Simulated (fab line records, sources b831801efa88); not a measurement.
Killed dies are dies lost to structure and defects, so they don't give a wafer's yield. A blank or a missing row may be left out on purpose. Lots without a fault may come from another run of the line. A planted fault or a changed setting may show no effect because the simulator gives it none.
Chamber matching | flow gf180mcu | GF_CONTACT_ETCH_16 on rie_diel-04: 4 sister chambers
The step etches BARC in N2/H2. 8 wafers are shown with their chamber, then 8 later ones without.

WAFERS WITH THEIR CHAMBER
wafer  | chamber | throttle_valve_pct (%) | oes_product_au (a.u.)
L646.4 | 0       | 13.221                 | 0.860
L647.5 | 2       | 13.234                 | 0.850
L652.1 | 2       | 13.230                 | 0.853
L652.4 | 1       | 13.238                 | 0.851
L655.2 | 1       | 13.222                 | 0.867
L655.4 | 0       | 13.240                 | 0.856
L655.6 | 3       | 13.230                 | 0.854
L656.3 | 3       | 13.230                 | 0.860

WAFERS WITHOUT THEIR CHAMBER
wafer  | throttle_valve_pct (%) | oes_product_au (a.u.)
L656.4 | 13.219                 | 0.854
L656.5 | 13.228                 | 0.855
L657.1 | 13.226                 | 0.863
L657.4 | 13.224                 | 0.868
L657.5 | 13.221                 | 0.854
L659.1 | 13.232                 | 0.856
L659.2 | 13.224                 | 0.855
L659.4 | 13.227                 | 0.857

WHICH CHAMBER EACH WENT THROUGH
wafer  | from the rows above               | in truth
L656.4 | can't be placed: 3 or 0 or 1 or 2 | 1
L656.5 | can't be placed: 3 or 0 or 1 or 2 | 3
L657.1 | can't be placed: 1 or 0 or 3 or 2 | 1
L657.4 | can't be placed: 1 or 0 or 3 or 2 | 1
L657.5 | can't be placed: 3 or 0 or 1 or 2 | 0
L659.1 | can't be placed: 3 or 0 or 1 or 2 | 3
L659.2 | can't be placed: 3 or 0 or 1 or 2 | 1
L659.4 | can't be placed: 3 or 0 or 1 or 2 | 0
Placed correctly: 0 of 8. Can't be placed from these rows: 8 (the true chamber is among the candidates in 8). Placed wrongly: 0.
How it was worked out, from the rows above alone: a wafer's distance from a chamber is the root of the sum, over the readings, of the square of ((its reading less the chamber's mean) divided by the reading's scatter). The wafer belongs to the nearest chamber; if the next one is less than 2 further off, it can't be placed. A chamber's mean is the mean of its shown wafers. The scatter: the root of (the sum of the squares of (reading less its chamber's mean) over the shown wafers, divided by (wafers less chambers)).
